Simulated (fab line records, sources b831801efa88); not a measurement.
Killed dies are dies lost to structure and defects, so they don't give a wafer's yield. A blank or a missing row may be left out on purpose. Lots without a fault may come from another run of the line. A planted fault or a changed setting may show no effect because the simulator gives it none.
Chamber matching | flow sky130 | SKY_VIA2_HDPCVD_00 on hdpcvd-01: 3 sister chambers
The step deposits SiO2, target thk 1180 nm, time 196.7 s. 16 wafers are shown with their chamber, then 8 later ones without.

WAFERS WITH THEIR CHAMBER
wafer  | chamber | sih4_flow_sccm (sccm) | run_length_s (s)
L981.3 | 1       | 59.77                 | 223.9
L981.4 | 2       | 60.10                 | 223.6
L981.5 | 0       | 60.03                 | 224.1
L982.1 | 2       | 60.15                 | 224.0
L982.5 | 1       | 59.72                 | 224.0
L982.6 | 0       | 60.49                 | 224.3
L983.3 | 0       | 60.20                 | 225.1
L983.4 | 1       | 60.11                 | 223.9
L983.6 | 0       | 60.01                 | 224.0
L987.1 | 0       | 59.91                 | 224.9
L987.4 | 1       | 59.80                 | 224.5
L987.6 | 2       | 59.70                 | 223.9
L989.1 | 0       | 60.28                 | 224.3
L989.2 | 1       | 60.04                 | 224.3
L989.5 | 1       | 59.69                 | 224.9
L995.1 | 2       | 60.11                 | 224.3

SIGNATURES (means of the wafers above)
reading        | chamber 0 | chamber 1 | chamber 2 | scatter within a chamber
sih4_flow_sccm | 60.1533   | 59.8550   | 60.0150   | 0.199
run_length_s   | 224.450   | 224.250   | 223.950   | 0.396
Rule: a wafer's distance from a chamber is the root of the sum, over the readings, of the square of ((its reading less the chamber's mean) divided by the reading's scatter). The wafer belongs to the nearest chamber; if the next one is less than 2 further off, it can't be placed. The scatter: the root of (the sum of the squares of (reading less its chamber's mean) over the shown wafers, divided by (wafers less chambers)).

WAFERS WITHOUT THEIR CHAMBER
wafer  | sih4_flow_sccm (sccm) | run_length_s (s)
L995.5 | 60.34                 | 224.2
L995.6 | 60.11                 | 224.3
L999.2 | 59.99                 | 224.1
L999.3 | 59.88                 | 224.1
L999.4 | 59.91                 | 224.1
L100.1 | 60.26                 | 224.2
L100.3 | 60.05                 | 224.0
L100.4 | 60.04                 | 223.7

WHICH CHAMBER EACH WENT THROUGH
wafer  | from the rows above          | in truth
L995.5 | can't be placed: 0 or 2 or 1 | 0
L995.6 | can't be placed: 0 or 2 or 1 | 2
L999.2 | can't be placed: 2 or 1 or 0 | 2
L999.3 | can't be placed: 1 or 2 or 0 | 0
L999.4 | can't be placed: 1 or 2 or 0 | 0
L100.1 | can't be placed: 0 or 2 or 1 | 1
L100.3 | can't be placed: 2 or 1 or 0 | 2
L100.4 | can't be placed: 2 or 1 or 0 | 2
Placed correctly: 0 of 8. Can't be placed from these rows: 8 (the true chamber is among the candidates in 8). Placed wrongly: 0.
